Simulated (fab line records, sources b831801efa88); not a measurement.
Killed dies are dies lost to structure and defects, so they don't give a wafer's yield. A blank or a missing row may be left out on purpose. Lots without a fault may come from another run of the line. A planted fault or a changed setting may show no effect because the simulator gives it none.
A sampling plan put to the test | flow gf180mcu | one fab line, 55 faults that these records tell of, each judged on the records of the lots that it struck
The plan is the line's own looks: the steps of the route at which a gauge or an inspection reads the wafer and doesn't change it. A look can be judged if struck wafers have a number there and the file gives its usual mean and standard deviation on fault-free wafers. Caught: at a look after the fault's first step, the mean of the struck wafers lies 4 or more of those standard deviations (sigma) from the usual mean. On the tool: the same test on the tool's own readings at the fault's steps. Another recipe on the struck wafers, or a record that is blank for them alone, also counts as caught.

THE FAULTS, as the simulator had put them in
1. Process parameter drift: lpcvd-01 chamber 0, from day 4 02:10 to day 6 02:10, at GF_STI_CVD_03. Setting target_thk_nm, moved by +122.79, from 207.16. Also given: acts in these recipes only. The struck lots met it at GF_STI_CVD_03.
2. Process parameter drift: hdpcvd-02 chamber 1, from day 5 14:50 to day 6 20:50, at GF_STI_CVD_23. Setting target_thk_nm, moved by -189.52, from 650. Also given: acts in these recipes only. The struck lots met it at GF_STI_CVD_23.
3. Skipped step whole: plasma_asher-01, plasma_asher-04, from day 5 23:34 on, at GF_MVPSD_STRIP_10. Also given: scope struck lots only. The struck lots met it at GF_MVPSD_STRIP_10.
4. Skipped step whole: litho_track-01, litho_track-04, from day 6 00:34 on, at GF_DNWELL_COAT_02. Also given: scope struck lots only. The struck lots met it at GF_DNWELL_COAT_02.
5. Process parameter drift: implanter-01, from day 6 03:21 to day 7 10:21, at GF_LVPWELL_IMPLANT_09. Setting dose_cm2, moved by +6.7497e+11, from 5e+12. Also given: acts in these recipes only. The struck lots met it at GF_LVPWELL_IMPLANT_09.
6. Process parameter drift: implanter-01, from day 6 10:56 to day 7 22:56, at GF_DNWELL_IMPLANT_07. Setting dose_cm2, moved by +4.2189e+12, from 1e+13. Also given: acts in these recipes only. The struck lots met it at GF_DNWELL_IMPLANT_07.
7. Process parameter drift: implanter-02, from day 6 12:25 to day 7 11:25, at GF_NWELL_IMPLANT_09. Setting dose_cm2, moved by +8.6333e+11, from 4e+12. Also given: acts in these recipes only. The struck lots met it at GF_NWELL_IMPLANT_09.
8. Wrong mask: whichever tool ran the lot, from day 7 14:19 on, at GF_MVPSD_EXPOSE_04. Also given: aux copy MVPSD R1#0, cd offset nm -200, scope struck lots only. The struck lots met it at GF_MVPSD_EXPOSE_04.
9. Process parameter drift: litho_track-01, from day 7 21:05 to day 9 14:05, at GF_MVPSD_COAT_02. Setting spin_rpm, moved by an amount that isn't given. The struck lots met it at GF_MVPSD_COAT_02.
10. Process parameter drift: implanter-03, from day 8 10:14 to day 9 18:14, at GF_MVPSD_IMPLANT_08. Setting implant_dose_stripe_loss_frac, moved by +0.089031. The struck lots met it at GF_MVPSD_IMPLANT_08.
11. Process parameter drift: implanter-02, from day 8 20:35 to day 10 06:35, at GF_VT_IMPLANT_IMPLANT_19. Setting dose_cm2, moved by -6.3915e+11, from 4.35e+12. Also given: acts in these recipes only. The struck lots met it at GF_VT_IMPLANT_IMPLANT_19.
12. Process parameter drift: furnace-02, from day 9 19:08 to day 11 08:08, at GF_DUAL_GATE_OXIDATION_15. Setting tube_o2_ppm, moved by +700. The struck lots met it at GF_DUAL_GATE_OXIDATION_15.
13. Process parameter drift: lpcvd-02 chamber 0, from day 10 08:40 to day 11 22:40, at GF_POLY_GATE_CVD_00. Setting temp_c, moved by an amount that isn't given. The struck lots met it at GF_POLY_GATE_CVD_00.
14. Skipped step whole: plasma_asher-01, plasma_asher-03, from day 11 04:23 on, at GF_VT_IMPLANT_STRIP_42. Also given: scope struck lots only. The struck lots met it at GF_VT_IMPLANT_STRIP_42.
15. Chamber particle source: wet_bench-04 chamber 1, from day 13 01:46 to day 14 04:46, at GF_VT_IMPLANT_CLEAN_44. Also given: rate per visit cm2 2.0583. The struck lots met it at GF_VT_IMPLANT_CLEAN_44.
16. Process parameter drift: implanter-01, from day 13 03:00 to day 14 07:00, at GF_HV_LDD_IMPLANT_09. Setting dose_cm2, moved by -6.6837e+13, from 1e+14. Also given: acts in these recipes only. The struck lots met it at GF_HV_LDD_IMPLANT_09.
17. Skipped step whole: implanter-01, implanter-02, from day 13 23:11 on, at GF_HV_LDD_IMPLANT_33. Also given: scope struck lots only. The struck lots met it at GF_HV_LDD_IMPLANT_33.
18. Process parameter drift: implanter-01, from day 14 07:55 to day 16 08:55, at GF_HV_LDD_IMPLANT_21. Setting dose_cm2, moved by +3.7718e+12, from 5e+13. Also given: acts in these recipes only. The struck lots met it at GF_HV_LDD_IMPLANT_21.
19. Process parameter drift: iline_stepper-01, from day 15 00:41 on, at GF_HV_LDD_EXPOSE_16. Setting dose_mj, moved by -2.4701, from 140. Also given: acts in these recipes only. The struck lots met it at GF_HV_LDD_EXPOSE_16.
20. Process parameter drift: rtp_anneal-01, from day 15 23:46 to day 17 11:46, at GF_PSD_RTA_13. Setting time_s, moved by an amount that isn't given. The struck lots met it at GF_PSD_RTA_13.
21. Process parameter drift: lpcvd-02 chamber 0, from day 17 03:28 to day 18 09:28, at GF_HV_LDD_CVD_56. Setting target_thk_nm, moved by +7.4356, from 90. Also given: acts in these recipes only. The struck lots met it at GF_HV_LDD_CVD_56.
22. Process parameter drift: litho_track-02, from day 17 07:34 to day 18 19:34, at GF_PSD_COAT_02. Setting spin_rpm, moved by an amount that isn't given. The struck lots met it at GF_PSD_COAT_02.
23. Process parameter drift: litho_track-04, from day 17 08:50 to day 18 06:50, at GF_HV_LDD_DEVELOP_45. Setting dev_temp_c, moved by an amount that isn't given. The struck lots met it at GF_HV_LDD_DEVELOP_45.
24. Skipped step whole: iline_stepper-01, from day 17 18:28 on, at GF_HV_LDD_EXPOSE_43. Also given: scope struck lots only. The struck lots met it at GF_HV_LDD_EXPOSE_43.
25. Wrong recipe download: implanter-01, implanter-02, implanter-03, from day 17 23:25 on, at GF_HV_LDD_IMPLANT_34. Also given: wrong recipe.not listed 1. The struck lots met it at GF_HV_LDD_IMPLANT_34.
26. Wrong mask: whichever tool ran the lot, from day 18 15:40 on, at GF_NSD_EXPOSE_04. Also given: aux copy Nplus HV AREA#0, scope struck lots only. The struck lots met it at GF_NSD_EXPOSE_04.
27. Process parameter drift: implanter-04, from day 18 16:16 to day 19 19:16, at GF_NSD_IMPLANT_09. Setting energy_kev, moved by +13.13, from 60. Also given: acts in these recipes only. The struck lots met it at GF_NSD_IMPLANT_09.
28. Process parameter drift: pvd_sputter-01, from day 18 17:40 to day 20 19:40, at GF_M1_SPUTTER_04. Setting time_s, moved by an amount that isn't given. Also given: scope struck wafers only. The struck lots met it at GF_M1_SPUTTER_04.
29. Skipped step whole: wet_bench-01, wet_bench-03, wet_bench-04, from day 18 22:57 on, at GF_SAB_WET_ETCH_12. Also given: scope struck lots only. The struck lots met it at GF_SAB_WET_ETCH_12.
30. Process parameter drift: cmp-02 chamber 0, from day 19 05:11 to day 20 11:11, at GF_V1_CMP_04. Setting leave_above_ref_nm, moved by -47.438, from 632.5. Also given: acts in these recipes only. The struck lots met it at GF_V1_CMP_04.
31. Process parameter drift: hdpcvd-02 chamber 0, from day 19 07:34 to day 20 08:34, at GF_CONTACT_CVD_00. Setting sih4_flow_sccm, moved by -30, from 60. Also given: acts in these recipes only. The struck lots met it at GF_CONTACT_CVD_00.
32. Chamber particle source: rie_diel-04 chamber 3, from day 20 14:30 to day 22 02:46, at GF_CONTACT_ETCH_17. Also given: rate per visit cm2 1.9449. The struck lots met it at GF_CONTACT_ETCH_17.
33. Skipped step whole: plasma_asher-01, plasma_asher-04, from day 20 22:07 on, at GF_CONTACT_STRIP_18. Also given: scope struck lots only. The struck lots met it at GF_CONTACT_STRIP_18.
34. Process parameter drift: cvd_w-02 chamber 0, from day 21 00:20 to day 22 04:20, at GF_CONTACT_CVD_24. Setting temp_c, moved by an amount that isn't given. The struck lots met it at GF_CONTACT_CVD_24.
35. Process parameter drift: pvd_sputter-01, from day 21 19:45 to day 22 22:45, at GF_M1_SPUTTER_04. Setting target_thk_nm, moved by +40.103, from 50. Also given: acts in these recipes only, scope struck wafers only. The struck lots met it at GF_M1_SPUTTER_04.
36. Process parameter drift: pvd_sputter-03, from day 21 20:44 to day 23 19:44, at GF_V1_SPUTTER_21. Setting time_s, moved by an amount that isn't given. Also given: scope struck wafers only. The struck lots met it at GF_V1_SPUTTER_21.
37. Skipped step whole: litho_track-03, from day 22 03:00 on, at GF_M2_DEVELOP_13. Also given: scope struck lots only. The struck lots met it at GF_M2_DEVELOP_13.
38. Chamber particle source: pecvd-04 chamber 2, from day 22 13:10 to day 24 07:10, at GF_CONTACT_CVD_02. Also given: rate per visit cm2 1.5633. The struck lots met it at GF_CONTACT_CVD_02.
39. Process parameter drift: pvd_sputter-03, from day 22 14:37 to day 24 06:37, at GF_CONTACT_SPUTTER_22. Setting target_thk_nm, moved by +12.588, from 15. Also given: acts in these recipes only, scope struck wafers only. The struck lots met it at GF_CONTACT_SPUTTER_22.
40. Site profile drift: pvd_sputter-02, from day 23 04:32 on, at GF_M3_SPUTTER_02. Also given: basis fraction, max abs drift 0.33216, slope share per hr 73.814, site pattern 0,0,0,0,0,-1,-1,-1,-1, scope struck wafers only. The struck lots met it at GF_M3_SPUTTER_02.
41. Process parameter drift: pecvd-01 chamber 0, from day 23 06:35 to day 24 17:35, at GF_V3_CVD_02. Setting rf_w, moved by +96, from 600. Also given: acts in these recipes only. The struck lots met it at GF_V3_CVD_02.
42. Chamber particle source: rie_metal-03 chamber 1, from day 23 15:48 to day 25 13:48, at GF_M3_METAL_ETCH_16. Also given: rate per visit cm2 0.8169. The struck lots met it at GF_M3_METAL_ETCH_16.
43. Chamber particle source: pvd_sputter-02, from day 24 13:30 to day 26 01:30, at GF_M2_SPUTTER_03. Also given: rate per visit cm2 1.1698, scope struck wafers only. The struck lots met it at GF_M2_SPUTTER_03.
44. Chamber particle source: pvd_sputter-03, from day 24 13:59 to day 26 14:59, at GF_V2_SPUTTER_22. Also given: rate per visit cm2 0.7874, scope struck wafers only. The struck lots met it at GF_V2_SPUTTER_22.
45. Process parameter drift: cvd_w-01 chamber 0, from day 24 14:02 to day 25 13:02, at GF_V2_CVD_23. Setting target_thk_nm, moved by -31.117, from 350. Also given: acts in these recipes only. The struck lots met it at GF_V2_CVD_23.
46. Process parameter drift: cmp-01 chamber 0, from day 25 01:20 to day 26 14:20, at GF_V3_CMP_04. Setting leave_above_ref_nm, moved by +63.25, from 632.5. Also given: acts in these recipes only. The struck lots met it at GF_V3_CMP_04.
47. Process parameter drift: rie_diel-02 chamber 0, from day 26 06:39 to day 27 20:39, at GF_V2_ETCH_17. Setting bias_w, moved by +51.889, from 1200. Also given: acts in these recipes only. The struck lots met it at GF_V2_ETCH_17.
48. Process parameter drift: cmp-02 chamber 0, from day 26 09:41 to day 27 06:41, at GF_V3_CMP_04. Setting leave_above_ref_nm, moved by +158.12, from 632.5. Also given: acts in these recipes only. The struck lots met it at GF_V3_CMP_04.
49. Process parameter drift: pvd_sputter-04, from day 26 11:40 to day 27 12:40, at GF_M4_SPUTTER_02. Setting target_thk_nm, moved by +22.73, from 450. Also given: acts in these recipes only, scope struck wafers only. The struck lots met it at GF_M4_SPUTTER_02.
50. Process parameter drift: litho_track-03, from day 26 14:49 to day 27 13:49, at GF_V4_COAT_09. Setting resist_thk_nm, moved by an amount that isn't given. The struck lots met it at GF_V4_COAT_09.
51. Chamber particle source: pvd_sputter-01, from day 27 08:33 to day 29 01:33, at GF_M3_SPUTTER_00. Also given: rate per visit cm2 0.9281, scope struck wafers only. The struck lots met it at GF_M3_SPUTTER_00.
52. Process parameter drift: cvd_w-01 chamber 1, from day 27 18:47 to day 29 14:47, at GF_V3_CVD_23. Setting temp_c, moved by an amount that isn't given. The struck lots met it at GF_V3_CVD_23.
53. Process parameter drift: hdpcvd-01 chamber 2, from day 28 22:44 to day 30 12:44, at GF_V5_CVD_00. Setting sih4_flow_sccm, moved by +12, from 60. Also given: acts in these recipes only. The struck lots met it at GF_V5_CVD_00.
54. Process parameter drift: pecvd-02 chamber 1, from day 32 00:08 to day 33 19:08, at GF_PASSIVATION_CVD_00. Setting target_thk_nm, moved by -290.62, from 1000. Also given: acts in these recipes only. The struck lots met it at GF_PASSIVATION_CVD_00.
55. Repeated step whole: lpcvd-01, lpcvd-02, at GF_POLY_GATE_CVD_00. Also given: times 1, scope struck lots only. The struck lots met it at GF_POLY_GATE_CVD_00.

WHAT THE PLAN SAW
fault | on the tool itself                               | first look that catches it                      | reading, sigma                                       | median hours from its first step to that look | hours from the fault's start to the first struck lot there | judged looks passed uncaught
1     | under 2 sigma                                    | GF_STI_THK_MEAS_04                              | STI_CVD_03_THK +69                                   | 2.0                                           | 4                                                          | 0
2     | no reading that can be judged                    | GF_STI_THK_MEAS_24                              | STI_CVD_23_THK -31                                   | 0.1                                           | 2                                                          | 0
3     | the tool's record is blank for the struck wafers | GF_VT_IMPLANT_TW_MEAS_10                        | VT_IMPLANT_TW -84                                    | 15.3                                          | 19                                                         | 0
4     | the tool's record is blank for the struck wafers | GF_NWELL_TW_MEAS_11                             | NWELL_TW +14                                         | 23.5                                          | 25                                                         | 0
5     | dose_ions_cm2 +99 or beyond sigma                | GF_VT_IMPLANT_RS_MEAS_48                        | LVPWELL_RS -11                                       | 102.4                                         | 108                                                        | 0
6     | dose_ions_cm2 +99 or beyond sigma                | GF_DNWELL_TW_MEAS_09                            | DNWELL_TW +19                                        | 0.2                                           | 17                                                         | 0
7     | dose_ions_cm2 +99 or beyond sigma                | GF_VT_IMPLANT_RS_MEAS_47                        | NWELL_RS -13                                         | 125.1                                         | 135                                                        | 0
8     | no reading that can be judged                    | none of the 2 looks that can be judged after it | -                                                    | -                                             | -                                                          | 2
9     | spin_speed_rpm +69 sigma                         | no look after it can be judged                  | -                                                    | -                                             | -                                                          | 0
10    | no reading that can be judged                    | GF_VT_IMPLANT_RS_MEAS_49                        | MVPSD_RS +14                                         | 73.7                                          | 74                                                         | 0
11    | dose_ions_cm2 -99 or beyond sigma                | GF_VT_IMPLANT_TW_MEAS_21                        | VT_IMPLANT_2_TW -6.2                                 | 0.2                                           | 3                                                          | 0
12    | under 2 sigma                                    | no look after it can be judged                  | -                                                    | -                                             | -                                                          | 0
13    | susceptor_temp_C -12 sigma                       | GF_POLY_GATE_THK_MEAS_01                        | POLY_GATE_CVD_00_THK -8.1                            | 1.3                                           | 10                                                         | 0
14    | the tool's record is blank for the struck wafers | no look after it can be judged                  | -                                                    | -                                             | -                                                          | 0
15    | no reading that can be judged                    | no look after it can be judged                  | -                                                    | -                                             | -                                                          | 0
16    | dose_ions_cm2 -99 or beyond sigma                | GF_HV_LDD_TW_MEAS_11                            | HV_LDD_TW -30                                        | 0.2                                           | 5                                                          | 0
17    | the tool's record is blank for the struck wafers | GF_HV_LDD_TW_MEAS_38                            | HV_LDD_3_TW -10                                      | 0.7                                           | 8                                                          | 0
18    | dose_ions_cm2 +59 sigma                          | none of the 3 looks that can be judged after it | strongest: HV_LDD_2_TW at GF_HV_LDD_TW_MEAS_23, +2.9 | -                                             | -                                                          | 3
19    | exposure_dose_mJ_cm2 -16 sigma                   | none of the 3 looks that can be judged after it | strongest: cd_nm at GF_HV_LDD_CD_MEAS_19, -3.2       | -                                             | -                                                          | 3
20    | run_length_s +17 sigma                           | GF_PSD_RS_MEAS_14                               | NSD_RS -24                                           | 0.1                                           | 8                                                          | 0
21    | no reading that can be judged                    | GF_HV_LDD_THK_MEAS_57                           | HV_LDD_CVD_56_THK +9.9                               | 1.4                                           | 27                                                         | 0
22    | spin_speed_rpm +99 or beyond sigma               | GF_PSD_CD_MEAS_07                               | cd_nm +4.2                                           | 11.7                                          | 19                                                         | 0
23    | developer_temp_C -23 sigma                       | none of the 3 looks that can be judged after it | strongest: cd_nm at GF_HV_LDD_CD_MEAS_46, +3.1       | -                                             | -                                                          | 3
24    | no reading that can be judged                    | no look after it can be judged                  | -                                                    | -                                             | -                                                          | 0
25    | under 2 sigma                                    | GF_HV_LDD_TW_MEAS_38                            | HV_LDD_3_TW +12                                      | 0.6                                           | 6                                                          | 0
26    | under 2 sigma                                    | GF_NSD_TW_MEAS_12                               | NSD_TW -99 or beyond                                 | 12.6                                          | 16                                                         | 0
27    | beam_energy_keV +99 or beyond sigma              | GF_PSD_RS_MEAS_14                               | NSD_RS -46                                           | 24.1                                          | 32                                                         | 2
28    | under 2 sigma                                    | none of the 7 looks that can be judged after it | strongest: M1_ALCU_THK at GF_M1_THK_MEAS_06, -2.2    | -                                             | -                                                          | 7
29    | the tool's record is blank for the struck wafers | no look after it can be judged                  | -                                                    | -                                             | -                                                          | 0
30    | only faintly: time_to_endpoint_s +3.0 sigma      | not the one look that can be judged after it    | -                                                    | -                                             | -                                                          | 1
31    | sih4_flow_sccm -99 or beyond sigma               | GF_CONTACT_THK_MEAS_01                          | CONTACT_CVD_00_THK -40                               | 0.1                                           | 4                                                          | 0
32    | under 2 sigma                                    | not the one look that can be judged after it    | -                                                    | -                                             | -                                                          | 1
33    | the tool's record is blank for the struck wafers | no look after it can be judged                  | -                                                    | -                                             | -                                                          | 0
34    | susceptor_temp_C +48 sigma                       | GF_CONTACT_RS_MEAS_25                           | CONTACT_W_RS -8.4                                    | 0.1                                           | 12                                                         | 0
35    | under 2 sigma                                    | GF_M1_THK_MEAS_06                               | M1_ALCU_THK -7.0                                     | 0.2                                           | 7                                                          | 1
36    | under 2 sigma                                    | no look after it can be judged                  | -                                                    | -                                             | -                                                          | 0
37    | no reading that can be judged                    | no look after it can be judged                  | -                                                    | -                                             | -                                                          | 0
38    | under 2 sigma                                    | not the one look that can be judged after it    | -                                                    | -                                             | -                                                          | 1
39    | under 2 sigma                                    | no look after it can be judged                  | -                                                    | -                                             | -                                                          | 0
40    | under 2 sigma                                    | GF_M3_RS_MEAS_05                                | M3_ALCU_RS +21                                       | 0.1                                           | 45                                                         | 0
41    | rf_fwd_power_W +48 sigma                         | none of the 2 looks that can be judged after it | strongest: V3_CVD_02_THK at GF_V3_THK_MEAS_03, +3.4  | -                                             | -                                                          | 2
42    | under 2 sigma                                    | no look after it can be judged                  | -                                                    | -                                             | -                                                          | 0
43    | under 2 sigma                                    | no look after it can be judged                  | -                                                    | -                                             | -                                                          | 0
44    | under 2 sigma                                    | none of the 3 looks that can be judged after it | -                                                    | -                                             | -                                                          | 3
45    | under 2 sigma                                    | none of the 2 looks that can be judged after it | strongest: V2_W_RS at GF_V2_RS_MEAS_24, +3.7         | -                                             | -                                                          | 2
46    | time_to_endpoint_s -5.7 sigma                    | no look after it can be judged                  | -                                                    | -                                             | -                                                          | 0
47    | bias_w +15 sigma                                 | no look after it can be judged                  | -                                                    | -                                             | -                                                          | 0
48    | time_to_endpoint_s -11 sigma                     | none of the 5 looks that can be judged after it | -                                                    | -                                             | -                                                          | 5
49    | under 2 sigma                                    | GF_M4_RS_MEAS_05                                | M4_ALCU_RS -4.9                                      | 0.1                                           | 11                                                         | 0
50    | no reading that can be judged                    | not the one look that can be judged after it    | -                                                    | -                                             | -                                                          | 1
51    | under 2 sigma                                    | not the one look that can be judged after it    | -                                                    | -                                             | -                                                          | 1
52    | susceptor_temp_C +30 sigma                       | GF_V3_RS_MEAS_24                                | V3_W_RS -6.4                                         | 0.1                                           | 4                                                          | 0
53    | sih4_flow_sccm +63 sigma                         | GF_V5_THK_MEAS_01                               | V5_CVD_00_THK +18                                    | 0.1                                           | 8                                                          | 0
54    | under 2 sigma                                    | GF_PASSIVATION_THK_MEAS_01                      | PASSIVATION_CVD_00_THK -24                           | 0.1                                           | 1                                                          | 0
55    | under 2 sigma                                    | GF_POLY_GATE_THK_MEAS_01                        | POLY_GATE_CVD_00_THK +99 or beyond                   | 4.2                                           | -                                                          | 0
A dash: the fault isn't caught, or these records don't give the number.

Caught at a look: 27 of 55. Caught on the tool: 27 of 55. By one or the other: 38 of 55.
Caught on the tool alone: faults 9, 14, 18, 19, 23, 29, 33, 41, 46, 47, 48.
Caught at a look alone: faults 1, 2, 10, 21, 25, 26, 35, 40, 49, 54, 55.
Caught by neither: faults 8, 12, 15, 24, 28, 30, 32, 36, 37, 38, 39, 42, 43, 44, 45, 50, 51.

THINNER SAMPLING
If the look that catches a fault measured only every second or every third lot, by lot number, the first struck lot would be measured this late in the worst case:
fault | struck lots at that look, in order of time | every lot | every second lot | every third lot
1     | L605                                       | 4 h       | may miss it      | may miss it
2     | L275                                       | 2 h       | may miss it      | may miss it
3     | L384, L385, L386                           | 19 h      | 23 h             | 30 h
4     | L834, L835                                 | 25 h      | 27 h             | may miss all 2
5     | L632, L633                                 | 108 h     | 118 h            | may miss all 2
6     | L442, L443                                 | 17 h      | 18 h             | may miss all 2
7     | L513, L514                                 | 135 h     | 138 h            | may miss all 2
10    | L355, L356                                 | 74 h      | 89 h             | may miss all 2
11    | L309, L310, L311                           | 3 h       | 7 h              | 17 h
13    | L125, L127                                 | 10 h      | may miss all 2   | may miss all 2
16    | L663, L664                                 | 5 h       | 11 h             | may miss all 2
17    | L444, L445, L446                           | 8 h       | 13 h             | 17 h
20    | L905, L906, L907                           | 8 h       | 13 h             | 32 h
21    | L901                                       | 27 h      | may miss it      | may miss it
22    | L691, L693, L694                           | 19 h      | 39 h             | may miss all 3
25    | L443, L442                                 | 6 h       | 8 h              | may miss all 2
26    | L988                                       | 16 h      | may miss it      | may miss it
27    | L148, L149                                 | 32 h      | 39 h             | may miss all 2
31    | L764, L765                                 | 4 h       | 11 h             | may miss all 2
34    | L853, L854                                 | 12 h      | 26 h             | may miss all 2
35    | L160, L161                                 | 7 h       | 15 h             | may miss all 2
40    | L941                                       | 45 h      | may miss it      | may miss it
49    | L371                                       | 11 h      | may miss it      | may miss it
52    | L910, L915, L916                           | 4 h       | 43 h             | may miss all 3
53    | L260, L261, L262                           | 8 h       | 12 h             | 16 h
54    | L891, L892, L893                           | 1 h       | 14 h             | 22 h
Hours are from the fault's start to the first struck lot that is measured. The limit of 4 sigma was tested on all struck wafers together, so one lot alone may lie under it. Other struck lots may not be in these records.

THE LONGEST TIMED WAY FROM STEP TO LOOK
Fault 7: a median of 125.1 hours passes between GF_NWELL_IMPLANT_09 and GF_VT_IMPLANT_RS_MEAS_47. No look between them can be judged.
